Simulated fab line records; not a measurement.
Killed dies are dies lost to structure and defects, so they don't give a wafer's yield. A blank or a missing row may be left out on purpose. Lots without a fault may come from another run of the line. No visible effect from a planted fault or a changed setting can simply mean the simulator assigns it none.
Chamber matching ; flow sky130 ; rie-diel-01 running SKY_VIA3_ETCH_14: 4 sister chambers
The step etches BARC in N2/H2, stops on SiO2, time 45.9 s, target depth 60 nm. 8 wafers are shown with their chamber, then 7 later ones without.

== WAFERS WITH THEIR CHAMBER ==
wafer;chamber;drypump-motor-current-A (A);throttle-valve-pct (%)
L083.4;3;6.1;13.233
L086.2;3;6.1;13.231
L086.3;0;5.3;13.228
L089.1;1;5.6;13.243
L089.2;0;5.3;13.235
L089.4;2;5.8;13.198
L092.2;2;5.9;13.216
L092.3;1;5.7;13.222

== WAFERS WITHOUT THEIR CHAMBER ==
wafer;drypump-motor-current-A (A);throttle-valve-pct (%)
L092.4;6.2;13.230
L093.3;5.6;13.230
L093.4;5.4;13.237
L093.5;5.6;13.224
L096.2;5.4;13.229
L096.4;5.8;13.218
L096.6;6.1;13.218

== THE CHAMBER EACH PASSED THROUGH ==
wafer;from the rows above;in truth
L092.4;3;3
L093.3;1;1
L093.4;0;0
L093.5;1;1
L096.2;0;0
L096.4;can't be placed: 2 or 1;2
L096.6;3;3
Correct placement for 6 of the 7. Not placeable from these rows: 1 (in 1, the candidates include the true chamber). Placed wrongly: 0.
How it was worked out, from the rows above alone: a wafer's distance from a chamber is the root of the sum, over the readings, of the square of ((its reading less the chamber's mean) divided by the reading's scatter). The wafer belongs to the nearest chamber; if the next one is less than 2 further off, it can't be placed. A chamber's mean is the mean of its shown wafers. The scatter: the root of (the sum of the squares of (reading less its chamber's mean) over the shown wafers, divided by (wafers less chambers)).
